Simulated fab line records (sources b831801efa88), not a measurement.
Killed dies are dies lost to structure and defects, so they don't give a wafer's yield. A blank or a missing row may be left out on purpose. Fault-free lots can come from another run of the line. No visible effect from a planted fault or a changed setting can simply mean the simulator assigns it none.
Which tool was responsible? / flow sky130 / 39 wafers sampled from 13 lots at 1 step of a route of 708

== WHAT THE GAUGES READ, wafer by wafer ==
SKY_VT_ADJUST_HVTP_CD_MEAS_07 targets a cd of 380 nm.
lot=L198; measured=day 6 15:56; on=cd_sem-02; cd_nm (nm)=381.6 381.5 382.0
lot=L199; measured=day 7 13:06; on=cd_sem-01; cd_nm (nm)=378.2 380.7 380.1
lot=L200; measured=day 7 17:17; on=cd_sem-01; cd_nm (nm)=380.0 379.6 379.2
lot=L201; measured=day 7 18:52; on=cd_sem-01; cd_nm (nm)=379.8 377.3 380.5
lot=L205; measured=day 9 01:02; on=cd_sem-01; cd_nm (nm)=377.6 380.0 381.8
lot=L206; measured=day 9 01:20; on=cd_sem-01; cd_nm (nm)=384.0 381.3 379.5
lot=L209; measured=day 10 01:55; on=cd_sem-02; cd_nm (nm)=384.1 382.7 382.4
lot=L211; measured=day 10 08:35; on=cd_sem-01; cd_nm (nm)=381.4 379.0 380.4
lot=L212; measured=day 10 15:16; on=cd_sem-02; cd_nm (nm)=382.2 384.0 383.6
lot=L213; measured=day 10 16:53; on=cd_sem-02; cd_nm (nm)=381.0 382.0 380.3
lot=L215; measured=day 11 05:20; on=cd_sem-01; cd_nm (nm)=380.6 381.1 380.4
lot=L218; measured=day 11 22:29; on=cd_sem-02; cd_nm (nm)=378.5 377.6 376.6
lot=L219; measured=day 12 05:10; on=cd_sem-02; cd_nm (nm)=378.7 382.3 380.3

== WHAT TOOL EACH LOT RAN ON (gives the tool, then ch and the chambers of the sampled wafers, and finally the start) ==
No process step before these readings appears in the record.

== AS READ BY THE TOOLS THEMSELVES (means over the sampled wafers that have a number; for cases with no such wafer, the mark the record gives instead) ==
The record holds no such reading with a usual standard deviation.

== THE ANSWER, worked out from the rows above alone ==
Rule: what is usual is taken from the lots themselves. Put in order of their means at a reading, lots are off if they are a third of the lots or fewer, leave a main group of 4 or more, and stand apart from it by a gap of 3 or more times the standard deviation of the main group's means; of several such gaps the widest counts. A main group whose means are all the same, to the digits that the tables above print for the reading, isn't used. Also off: a lot with no number at a reading for which 4 or more lots have one. The other lots that the step has rows for count as sound. After the gauges, taken in route order, come the tools' own readings; for these a lot's mean is taken, as printed above. At the first step where some lot is off, the reading lying furthest off is the one used; lots without a number count as furthest.
Across all readings shown, no lot is off: no conclusion can be drawn from this.

== WHAT THE SIMULATOR HAD PUT IN ==
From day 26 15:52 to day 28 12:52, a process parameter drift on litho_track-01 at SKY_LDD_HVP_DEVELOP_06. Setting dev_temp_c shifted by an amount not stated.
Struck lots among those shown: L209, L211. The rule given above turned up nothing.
